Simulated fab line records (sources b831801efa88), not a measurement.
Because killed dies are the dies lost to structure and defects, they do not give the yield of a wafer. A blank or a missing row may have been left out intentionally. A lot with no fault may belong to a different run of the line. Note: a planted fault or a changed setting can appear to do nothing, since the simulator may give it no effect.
Which tool was responsible? / flow sky130 / Sampling: 24 lots, 72 wafers, 4 of 708 route steps

== WHAT THE GAUGES READ, wafer by wafer ==
SKY_CONTACT_CD_MEAS_14 targets a cd of 170 nm. Usual: cd_nm at 169.9 nm, with a standard deviation of 1.3.
lot=L074; measured=day 31 16:08; on=cd_sem-01; cd_nm (nm)=169.2 168.0 170.2; flag=
lot=L075; measured=day 31 17:17; on=cd_sem-02; cd_nm (nm)=169.1 169.2 168.9; flag=
lot=L076; measured=day 32 10:27; on=cd_sem-01; cd_nm (nm)=168.3 169.4 170.4; flag=
lot=L077; measured=day 32 16:23; on=cd_sem-02; cd_nm (nm)=170.4 169.4 170.6; flag=
lot=L078; measured=day 32 18:34; on=cd_sem-01; cd_nm (nm)=171.2 170.5 171.2; flag=
lot=L080; measured=day 33 12:29; on=cd_sem-01; cd_nm (nm)=169.6 169.2 169.2; flag=
lot=L079; measured=day 33 16:34; on=cd_sem-02; cd_nm (nm)=170.0 170.3 170.8; flag=
lot=L081; measured=day 34 14:53; on=cd_sem-02; cd_nm (nm)=168.1 168.4 167.3; flag=
lot=L082; measured=day 34 15:53; on=cd_sem-02; cd_nm (nm)=172.7 172.4 173.1; flag=
lot=L083; measured=day 34 17:29; on=cd_sem-02; cd_nm (nm)=171.4 171.3 169.9; flag=
lot=L084; measured=day 35 01:33; on=cd_sem-02; cd_nm (nm)=169.1 168.1 169.0; flag=
lot=L085; measured=day 35 13:11; on=cd_sem-01; cd_nm (nm)=170.8 171.6 171.7; flag=
lot=L086; measured=day 35 20:52; on=cd_sem-01; cd_nm (nm)=170.1 168.6 170.0; flag=
lot=L087; measured=day 36 02:01; on=cd_sem-01; cd_nm (nm)=170.7 170.2 171.4; flag=
lot=L088; measured=day 36 03:43; on=cd_sem-02; cd_nm (nm)=171.0 170.5 170.7; flag=
lot=L089; measured=day 36 11:56; on=cd_sem-01; cd_nm (nm)=168.6 169.5 169.6; flag=
lot=L090; measured=day 36 18:15; on=cd_sem-01; cd_nm (nm)=168.4 169.7 168.4; flag=
lot=L091; measured=day 37 03:08; on=cd_sem-01; cd_nm (nm)=170.7 171.0 171.2; flag=
lot=L092; measured=day 37 13:23; on=cd_sem-02; cd_nm (nm)=169.9 170.8 168.5; flag=
lot=L093; measured=day 37 19:21; on=cd_sem-01; cd_nm (nm)=168.8 169.7 169.2; flag=
lot=L094; measured=day 37 20:25; on=cd_sem-02; cd_nm (nm)=169.5 169.1 169.2; flag=
lot=L095; measured=day 38 03:18; on=cd_sem-01; cd_nm (nm)=169.1 169.6 168.5; flag=
lot=L096; measured=day 38 08:07; on=cd_sem-01; cd_nm (nm)=169.1 170.5 169.5; flag=
lot=L097; measured=day 38 19:49; on=cd_sem-02; cd_nm (nm)=171.5 172.5 172.2; flag=

SKY_CONTACT_THK_MEAS_26: measures by xrf. Usual: CONTACT_W_THK 334 nm, standard deviation 6.9.
lot=L074; measured=day 31 17:19; on=film_metro-02; CONTACT_W_THK (nm)=339 339 336; flag=
lot=L075; measured=day 31 18:30; on=film_metro-03; CONTACT_W_THK (nm)=328 325 327; flag=
lot=L076; measured=day 32 11:37; on=film_metro-01; CONTACT_W_THK (nm)=331 329 332; flag=
lot=L077; measured=day 32 17:38; on=film_metro-03; CONTACT_W_THK (nm)=324 323 327; flag=
lot=L078; measured=day 32 19:46; on=film_metro-02; CONTACT_W_THK (nm)=337 332 336; flag=
lot=L080; measured=day 33 13:38; on=film_metro-01; CONTACT_W_THK (nm)=332 333 337; flag=
lot=L079; measured=day 33 17:44; on=film_metro-01; CONTACT_W_THK (nm)=334 336 335; flag=
lot=L081; measured=day 34 16:05; on=film_metro-03; CONTACT_W_THK (nm)=344 327 327; flag=
lot=L082; measured=day 34 17:08; on=film_metro-01; CONTACT_W_THK (nm)=328 333 334; flag=
lot=L083; measured=day 34 18:44; on=film_metro-03; CONTACT_W_THK (nm)=343 344 332; flag=
lot=L084; measured=day 35 02:45; on=film_metro-03; CONTACT_W_THK (nm)=326 331 324; flag=
lot=L085; measured=day 35 14:29; on=film_metro-03; CONTACT_W_THK (nm)=333 344 330; flag=
lot=L086; measured=day 35 22:05; on=film_metro-02; CONTACT_W_THK (nm)=336 327 336; flag=
lot=L087; measured=day 36 03:34; on=film_metro-03; CONTACT_W_THK (nm)=336 349 340; flag=
lot=L088; measured=day 36 04:55; on=film_metro-03; CONTACT_W_THK (nm)=332 334 332; flag=
lot=L089; measured=day 36 13:07; on=film_metro-02; CONTACT_W_THK (nm)=349 338 345; flag=
lot=L090; measured=day 36 19:26; on=film_metro-03; CONTACT_W_THK (nm)=333 332 334; flag=
lot=L091; measured=day 37 04:22; on=film_metro-03; CONTACT_W_THK (nm)=344 334 339; flag=
lot=L092; measured=day 37 14:33; on=film_metro-01; CONTACT_W_THK (nm)=348 343 334; flag=
lot=L093; measured=day 37 20:53; on=film_metro-03; CONTACT_W_THK (nm)=343 335 344; flag=
lot=L094; measured=day 37 22:01; on=film_metro-03; CONTACT_W_THK (nm)=321 323 329; flag=
lot=L095; measured=day 38 04:26; on=film_metro-02; CONTACT_W_THK (nm)=335 335 330; flag=
lot=L096; measured=day 38 09:37; on=film_metro-03; CONTACT_W_THK (nm)=333 345 333; flag=
lot=L097; measured=day 38 20:59; on=film_metro-02; CONTACT_W_THK (nm)=334 329 332; flag=

SKY_METAL1_OVL_MEAS_16. Usual: METAL1_OVL -4 nm, standard deviation 5.7.
lot=L074; measured=day 32 21:07; on=overlay-02; METAL1_OVL (nm)=-10 -7 -13; flag=
lot=L075; measured=day 32 22:25; on=overlay-02; METAL1_OVL (nm)=-5 -3 -6; flag=
lot=L076; measured=day 33 15:02; on=overlay-02; METAL1_OVL (nm)=5 -5 -4; flag=
lot=L077; measured=day 33 20:47; on=overlay-02; METAL1_OVL (nm)=-2 -8 -3; flag=
lot=L078; measured=day 33 22:33; on=overlay-01; METAL1_OVL (nm)=7 -4 -3; flag=
lot=L080; measured=day 34 17:16; on=overlay-02; METAL1_OVL (nm)=-1 2 1; flag=
lot=L079; measured=day 34 20:31; on=overlay-02; METAL1_OVL (nm)=1 -2 -2; flag=
lot=L081; measured=day 35 19:07; on=overlay-01; METAL1_OVL (nm)=-7 -11 -5; flag=
lot=L082; measured=day 35 20:04; on=overlay-02; METAL1_OVL (nm)=-7 -4 -4; flag=
lot=L083; measured=day 35 21:37; on=overlay-02; METAL1_OVL (nm)=-15 -12 -17; flag=
lot=L084; measured=day 36 06:35; on=overlay-02; METAL1_OVL (nm)=2 -2 -1; flag=
lot=L085; measured=day 36 17:15; on=overlay-01; METAL1_OVL (nm)=-5 -3 -7; flag=
lot=L086; measured=day 37 00:27; on=overlay-01; METAL1_OVL (nm)=-7 -6 -2; flag=
lot=L087; measured=day 37 06:04; on=overlay-02; METAL1_OVL (nm)=-13 -9 -1; flag=
lot=L088; measured=day 37 07:35; on=overlay-01; METAL1_OVL (nm)=-2 -3 3; flag=
lot=L089; measured=day 37 16:20; on=overlay-02; METAL1_OVL (nm)=0 6 -6; flag=
lot=L090; measured=day 37 22:02; on=overlay-02; METAL1_OVL (nm)=3 7 5; flag=
lot=L091; measured=day 38 06:31; on=overlay-02; METAL1_OVL (nm)=-11 -13 -9; flag=
lot=L092; measured=day 38 16:17; on=overlay-01; METAL1_OVL (nm)=-1 -10 -9; flag=
lot=L093; measured=day 38 22:44; on=overlay-02; METAL1_OVL (nm)=6 4 0; flag=
lot=L094; measured=day 39 00:06; on=overlay-01; METAL1_OVL (nm)=2 -2 -2; flag=
lot=L095; measured=day 39 05:43; on=overlay-01; METAL1_OVL (nm)=-8 -11 -4; flag=
lot=L096; measured=day 39 11:16; on=overlay-02; METAL1_OVL (nm)=0 -4 -4; flag=
lot=L097; measured=day 39 21:57; on=overlay-01; METAL1_OVL (nm)=-13 -15 -11; flag=

== WHICH TOOL RAN EACH LOT (tool, then ch and the chambers of the sampled wafers, then the start) ==
lot=L074; SKY_CONTACT_CMP_27=cmp-02 ch 1,2,3, day 31 17:22
lot=L075; SKY_CONTACT_CMP_27=cmp-02 ch 0,2,3, day 31 18:37
lot=L076; SKY_CONTACT_CMP_27=cmp-02 ch 0,1,2, day 32 11:47
lot=L077; SKY_CONTACT_CMP_27=cmp-02 ch 0,1,2, day 32 17:47
lot=L078; SKY_CONTACT_CMP_27=cmp-02 ch 0,2, day 32 19:52
lot=L080; SKY_CONTACT_CMP_27=cmp-01 ch 0,1,3, day 33 13:46
lot=L079; SKY_CONTACT_CMP_27=cmp-01 ch 0,3, day 33 17:47
lot=L081; SKY_CONTACT_CMP_27=cmp-02 ch 0,1,3, day 34 16:13
lot=L082; SKY_CONTACT_CMP_27=cmp-01 ch 0,2,3, day 34 17:10
lot=L083; SKY_CONTACT_CMP_27=cmp-01 ch 0,1,3, day 34 18:54
lot=L084; SKY_CONTACT_CMP_27=cmp-02 ch 1,2,3, day 35 02:48
lot=L085; SKY_CONTACT_CMP_27=cmp-01 ch 1,2, day 35 14:36
lot=L086; SKY_CONTACT_CMP_27=cmp-02 ch 0,2,3, day 35 22:14
lot=L087; SKY_CONTACT_CMP_27=cmp-02 ch 1,3, day 36 03:37
lot=L088; SKY_CONTACT_CMP_27=cmp-02 ch 0,1, day 36 05:01
lot=L089; SKY_CONTACT_CMP_27=cmp-01 ch 0,1,3, day 36 13:10
lot=L090; SKY_CONTACT_CMP_27=cmp-02 ch 0,1, day 36 19:29
lot=L091; SKY_CONTACT_CMP_27=cmp-02 ch 1,2,3, day 37 04:32
lot=L092; SKY_CONTACT_CMP_27=cmp-01 ch 0,2,3, day 37 14:40
lot=L093; SKY_CONTACT_CMP_27=cmp-02 ch 2,3, day 37 20:56
lot=L094; SKY_CONTACT_CMP_27=cmp-01 ch 2,3, day 37 22:04
lot=L095; SKY_CONTACT_CMP_27=cmp-02 ch 0,1,3, day 38 04:37
lot=L096; SKY_CONTACT_CMP_27=cmp-02 ch 1,2,3, day 38 09:39
lot=L097; SKY_CONTACT_CMP_27=cmp-01 ch 0,3, day 38 21:02
- SKY_CONTACT_CMP_27: polishes, stops on SiO2, t overpolish 15 s, target thk 0 nm.

== AS READ BY THE TOOLS THEMSELVES (means over the sampled wafers that have a number; for cases with no such wafer, the mark the record gives instead) ==
SKY_CONTACT_CMP_27. Usual: motor_current_A 11.0 A, standard deviation 1.1; overpolish_run_s 14.999 s, standard deviation 0.0088; time_to_endpoint_s 82 s, standard deviation 4.7.
lot=L074; tool=cmp-02; motor_current_A (A)=11.8; overpolish_run_s (s)=14.999; time_to_endpoint_s (s)=84; flag=
lot=L075; tool=cmp-02; motor_current_A (A)=11.2; overpolish_run_s (s)=14.993; time_to_endpoint_s (s)=80; flag=
lot=L076; tool=cmp-02; motor_current_A (A)=11.1; overpolish_run_s (s)=15.004; time_to_endpoint_s (s)=83; flag=
lot=L077; tool=cmp-02; motor_current_A (A)=10.9; overpolish_run_s (s)=15.009; time_to_endpoint_s (s)=82; flag=
lot=L078; tool=cmp-02; motor_current_A (A)=10.9; overpolish_run_s (s)=14.996; time_to_endpoint_s (s)=84; flag=
lot=L080; tool=cmp-01; motor_current_A (A)=10.6; overpolish_run_s (s)=15.001; time_to_endpoint_s (s)=78; flag=
lot=L079; tool=cmp-01; motor_current_A (A)=10.5; overpolish_run_s (s)=14.997; time_to_endpoint_s (s)=81; flag=
lot=L081; tool=cmp-02; motor_current_A (A)=11.6; overpolish_run_s (s)=14.995; time_to_endpoint_s (s)=86; flag=
lot=L082; tool=cmp-01; motor_current_A (A)=10.2; overpolish_run_s (s)=14.990; time_to_endpoint_s (s)=78; flag=
lot=L083; tool=cmp-01; motor_current_A (A)=10.4; overpolish_run_s (s)=14.999; time_to_endpoint_s (s)=85; flag=
lot=L084; tool=cmp-02; motor_current_A (A)=12.0; overpolish_run_s (s)=14.996; time_to_endpoint_s (s)=81; flag=
lot=L085; tool=cmp-01; motor_current_A (A)=9.6; overpolish_run_s (s)=14.997; time_to_endpoint_s (s)=78; flag=
lot=L086; tool=cmp-02; motor_current_A (A)=11.5; overpolish_run_s (s)=15.003; time_to_endpoint_s (s)=80; flag=
lot=L087; tool=cmp-02; motor_current_A (A)=11.6; overpolish_run_s (s)=14.999; time_to_endpoint_s (s)=89; flag=
lot=L088; tool=cmp-02; motor_current_A (A)=10.4; overpolish_run_s (s)=14.998; time_to_endpoint_s (s)=81; flag=
lot=L089; tool=cmp-01; motor_current_A (A)=10.7; overpolish_run_s (s)=14.997; time_to_endpoint_s (s)=85; flag=
lot=L090; tool=cmp-02; motor_current_A (A)=10.6; overpolish_run_s (s)=15.002; time_to_endpoint_s (s)=84; flag=
lot=L091; tool=cmp-02; motor_current_A (A)=11.7; overpolish_run_s (s)=14.999; time_to_endpoint_s (s)=84; flag=
lot=L092; tool=cmp-01; motor_current_A (A)=10.4; overpolish_run_s (s)=14.997; time_to_endpoint_s (s)=79; flag=
lot=L093; tool=cmp-02; motor_current_A (A)=12.2; overpolish_run_s (s)=15.000; time_to_endpoint_s (s)=87; flag=
lot=L094; tool=cmp-01; motor_current_A (A)=10.2; overpolish_run_s (s)=14.998; time_to_endpoint_s (s)=78; flag=
lot=L095; tool=cmp-02; motor_current_A (A)=11.6; overpolish_run_s (s)=14.998; time_to_endpoint_s (s)=84; flag=
lot=L096; tool=cmp-02; motor_current_A (A)=11.7; overpolish_run_s (s)=14.993; time_to_endpoint_s (s)=86; flag=
lot=L097; tool=cmp-01; motor_current_A (A)=11.0; overpolish_run_s (s)=15.006; time_to_endpoint_s (s)=83; flag=

== THE ANSWER, worked out from the rows above alone ==
Rule: lot off if the mean of its wafers having a number is beyond 3 standard deviations from the usual mean. A lot without any number at a reading at which 4 lots or more have one is off too. Where the step has rows for the other lots, those lots are counted as sound. The gauges are gone through in route order, then the tools' own readings, and for those a lot's mean is taken as printed above. At the first step where some lot is off, the reading lying furthest off is the one used; lots without a number count as furthest.
No lot is off at any reading shown: from this, nothing can be told.

== WHAT WAS PUT IN BY THE SIMULATOR ==
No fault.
